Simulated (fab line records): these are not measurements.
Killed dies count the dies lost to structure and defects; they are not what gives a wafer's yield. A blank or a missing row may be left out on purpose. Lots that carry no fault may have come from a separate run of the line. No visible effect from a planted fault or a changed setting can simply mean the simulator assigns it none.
Chamber matching || flow gf180mcu || rieDiel-02 running GF_V3_ETCH_16: 4 sister chambers
The step etches BARC in N2/H2. 4 wafers are shown with their chamber, then 11 later ones without.

## WAFERS PAIRED WITH THEIR CHAMBERS
{"wafer": "L090.5", "chamber": 1, "oesProductAu (a.u.)": 0.855}
{"wafer": "L091.3", "chamber": 0, "oesProductAu (a.u.)": 0.849}
{"wafer": "L091.5", "chamber": 2, "oesProductAu (a.u.)": 0.855}
{"wafer": "L092.1", "chamber": 3, "oesProductAu (a.u.)": 0.853}

## WAFERS WITH NO CHAMBER GIVEN
{"wafer": "L092.2", "oesProductAu (a.u.)": 0.857}
{"wafer": "L092.5", "oesProductAu (a.u.)": 0.855}
{"wafer": "L093.1", "oesProductAu (a.u.)": 0.852}
{"wafer": "L093.2", "oesProductAu (a.u.)": 0.870}
{"wafer": "L093.4", "oesProductAu (a.u.)": 0.856}
{"wafer": "L094.1", "oesProductAu (a.u.)": 0.857}
{"wafer": "L094.2", "oesProductAu (a.u.)": 0.854}
{"wafer": "L094.3", "oesProductAu (a.u.)": 0.855}
{"wafer": "L096.2", "oesProductAu (a.u.)": 0.855}
{"wafer": "L096.4", "oesProductAu (a.u.)": 0.853}
{"wafer": "L096.5", "oesProductAu (a.u.)": 0.857}

## CHAMBER TAKEN BY EACH
{"wafer": "L092.2", "from the rows above": "can't be placed: 1 or 2 or 3 or 0", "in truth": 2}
{"wafer": "L092.5", "from the rows above": "can't be placed: 1 or 2 or 3 or 0", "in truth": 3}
{"wafer": "L093.1", "from the rows above": "can't be placed: 3 or 0 or 1 or 2", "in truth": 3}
{"wafer": "L093.2", "from the rows above": "can't be placed: 1 or 2 or 3 or 0", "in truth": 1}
{"wafer": "L093.4", "from the rows above": "can't be placed: 1 or 2 or 3 or 0", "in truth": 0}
{"wafer": "L094.1", "from the rows above": "can't be placed: 1 or 2 or 3 or 0", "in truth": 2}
{"wafer": "L094.2", "from the rows above": "can't be placed: 1 or 2 or 3 or 0", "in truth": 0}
{"wafer": "L094.3", "from the rows above": "can't be placed: 1 or 2 or 3 or 0", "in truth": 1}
{"wafer": "L096.2", "from the rows above": "can't be placed: 1 or 2 or 3 or 0", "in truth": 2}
{"wafer": "L096.4", "from the rows above": "can't be placed: 3 or 1 or 2 or 0", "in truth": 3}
{"wafer": "L096.5", "from the rows above": "can't be placed: 1 or 2 or 3 or 0", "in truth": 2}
Correctly placed: 0 of 11. Can't be placed from these rows: 11 (the true chamber is among the candidates in 11). Number placed wrongly: 0.
How it was worked out, from the rows above alone: a wafer's distance from a chamber is the root of the sum, over the readings, of the square of ((its reading less the chamber's mean) divided by the reading's scatter). The wafer belongs to the nearest chamber; if the next one is less than 2 further off, it can't be placed. A chamber's mean is the mean of its shown wafers. The scatter (one wafer shown for each chamber): square how far every hidden wafer sits from the nearest shown wafer, average those squares and take the square root.
